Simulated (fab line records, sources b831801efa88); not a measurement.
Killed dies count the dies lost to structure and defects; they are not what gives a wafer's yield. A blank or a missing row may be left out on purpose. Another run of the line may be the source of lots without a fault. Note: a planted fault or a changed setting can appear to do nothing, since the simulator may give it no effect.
8D (eight disciplines) problem report, filled in by code / flow gf180mcu / the parts of the form that need people (team, actions taken, sign-off) are left out

1. WHAT IS WRONG
Wafers without a fault read 280.0 nm with a standard deviation of 0.96, while cd nm at GF_M2_CD_MEAS_14 averages 273.0 nm across 3 wafers of 1 lot. Measured from the usual mean, that is -7.3 standard deviations.
The step: target cd 280 nm.
First observed at day 25 08:29: wafer L120.1, on cd sem-02. Wafers with a number at this step in the record: 36, from 12 lots. By rule, "out" or "out of limits" means more than 4 standard deviations away from the usual mean. The other wafers with a number count as sound.

2. WHAT IT IS; WHAT IT IS NOT
question=which readings at this step | is=cd nm | is not=-
question=which lots | is=L120 | is not=L103, L107, L108, L109, L110, L111, L112, L113, L114, L116, L126
question=which wafers of those lots | is=all that have a number | is not=-
question=read on which gauges | is=cd sem-02 | is not=cd sem-01
question=when | is=from day 25 08:29 | is not=up to then (30 sound wafers); but 3 sound wafers of L126 came after

3. THE SUSPECTS, EACH WITH WHAT RULES IT OUT
Counting: a tool at a process step up to the reading stays a suspect if it ran every lot that is out and no sound lot after the first of them.
- the gauge at GF_M2_CD_MEAS_14 is ruled out. All the wafers that are out were read on cd sem-02, but those of them that GF_M2_EXPOSE_11 has rows for are out there too, on other tools.
- cvd w-02 at GF_V1_CVD_23 (deposits W, target thk 350 nm, time 105.05 s): ruled out as a lasting fault. After its first lot that is out, L120 (day 24 09:56), sound lots L126 ran on it.
- pvd sputter-02 at GF_M2_SPUTTER_03 (material Ti, target thk 10 nm, time 6.7 s): ruled out as a lasting fault. After its first lot that is out, L120 (day 24 10:41), sound lots L126 ran on it.
- krf scanner-01 at GF_M2_EXPOSE_11 (exposes mask Metal2, target cd 280 nm): kept. It ran the lot that is out, L120 (day 24 22:12), and no sound lot after that; its last sound lot up to then is L116 (day 23 14:53). Its own exposure dose mJ cm2 readings are out on those wafers.
Remaining after the count: krf scanner-01 at GF_M2_EXPOSE_11.

4. THE CAUSE (what the simulator had put in)
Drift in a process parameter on krf scanner-01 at GF_M2_EXPOSE_11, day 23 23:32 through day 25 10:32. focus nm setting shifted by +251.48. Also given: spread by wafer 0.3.
The count eliminated every tool but this one.

5. THE EFFECT CHAIN, in route order
Rows list readings where the struck wafers' mean (over those with a number) sits beyond 3 standard deviations from the usual. Only readings for which the record gives a usual standard deviation are gone through. hours: the time from each lot's start at the first step in this table that gives one to its start at this step, as a median over the lots. sigmas: the change in usual standard deviations.
hours=0; step=GF_M2_EXPOSE_11; reading=exposure dose mJ cm2; usual=27.971; on struck wafers=27.362; change=-0.609; sigmas=-23
hours=10; step=GF_M2_CD_MEAS_14; reading=cd nm; usual=280.0 nm; on struck wafers=273.0; change=-7.0; sigmas=-7.3
Its process steps:
- GF_M2_EXPOSE_11: exposes mask Metal2, target cd 280 nm.

6. HOW IT WOULD HAVE BEEN CAUGHT EARLIER
Counted from the fault's start at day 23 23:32, it took 33 hours until the first out-of-limits reading at a measuring or inspecting step in this record, taken at day 25 08:29.
Tool's own readings at GF_M2_EXPOSE_11, exposure dose mJ cm2: out on all struck wafers the step has rows for; an alarm limit on them would have tripped on the first.
Lots out: 1; all had begun GF_M2_EXPOSE_11 on krf scanner-01 by day 25 08:29. Tool hold at that time: it would have spared none of them.
